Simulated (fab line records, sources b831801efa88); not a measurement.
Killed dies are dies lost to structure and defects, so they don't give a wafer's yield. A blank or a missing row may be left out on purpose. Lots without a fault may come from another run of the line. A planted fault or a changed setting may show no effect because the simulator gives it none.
One fault seen from 2 desks | flow gf180mcu | each desk has only its own numbers; what lay behind them comes last

THE METROLOGY DESK
What the gauges read, lot by lot, whatever tool the lot ran on: means of the sampled wafers that have a number. A lot is out of limits, marked OUT, if its mean lies more than 4 standard deviations from the usual mean; the brackets give that distance.
Columns: A = V3_BOW at GF_V3_BOW_MEAS_05, usual 114 um
lot  | first seen here | A
L819 | day 21 20:22    | 109
L820 | day 22 07:47    | 121
L824 | day 23 09:35    | 110
L825 | day 23 14:33    | 106
L827 | day 24 17:23    | 124
L828 | day 24 19:43    | 126
L829 | day 24 22:32    | 96
L831 | day 25 21:19    | 121
L835 | day 27 04:05    | 106
L837 | day 27 17:57    | 109
L839 | day 28 21:32    | 113
This desk's finding: nothing out of limits on any of the 11 lots.

THE TOOL OWNER'S DESK: rie_metal-02
The tool's own readings at GF_M3_METAL_ETCH_16 (etches the open film in Cl2/BCl3, stops on SiO2, target depth 627.5 nm, time 104.6 s): means of the sampled wafers that have a number, for each lot that ran on this tool. A lot is out of limits, marked OUT, if its mean lies more than 4 standard deviations from the usual mean; the brackets give that distance.
Columns: A = bias_w at GF_M3_METAL_ETCH_16, usual 140.1 W; B = drypump_motor_current_A at GF_M3_METAL_ETCH_16, usual 5.7 A; C = oes_product_au at GF_M3_METAL_ETCH_16, usual 0.973 a.u.; D = throttle_valve_pct at GF_M3_METAL_ETCH_16, usual 28.249 %
lot  | first seen here | A               | B   | C     | D
L819 | day 21 18:45    | 140.6           | 6.0 | 0.973 | 28.253
L824 | day 23 08:20    | 140.0           | 6.0 | 0.972 | 28.255
L827 | day 24 16:09    | 151.9 (+26) OUT | 5.9 | 0.972 | 28.241
L829 | day 24 21:17    | 152.2 (+27) OUT | 5.9 | 0.970 | 28.248
L839 | day 28 20:15    | 140.5           | 6.2 | 0.969 | 28.267
This desk's finding: out of limits on L827, L829; first on L827, day 24 16:09 (bias_w at GF_M3_METAL_ETCH_16). In limits: L819, L824, L839.

PUT TOGETHER
The tool owner's desk could have raised an alarm at day 24 16:09, on L827, L829.
The metrology desk saw nothing out of limits.
The metrology desk has L827, L829 on record, within its limits.
Of the lots named, all ran GF_M3_METAL_ETCH_16 on rie_metal-02.

WHAT THE SIMULATOR HAD PUT IN
Process parameter drift: rie_metal-02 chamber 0, from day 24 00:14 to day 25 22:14, at GF_M3_METAL_ETCH_16. Setting bias_w, moved by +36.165, from 140. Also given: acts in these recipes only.
Lots struck among those shown: L827, L829.
Hours from the fault's start to each desk's first reading out of limits: the tool owner's desk, 16.
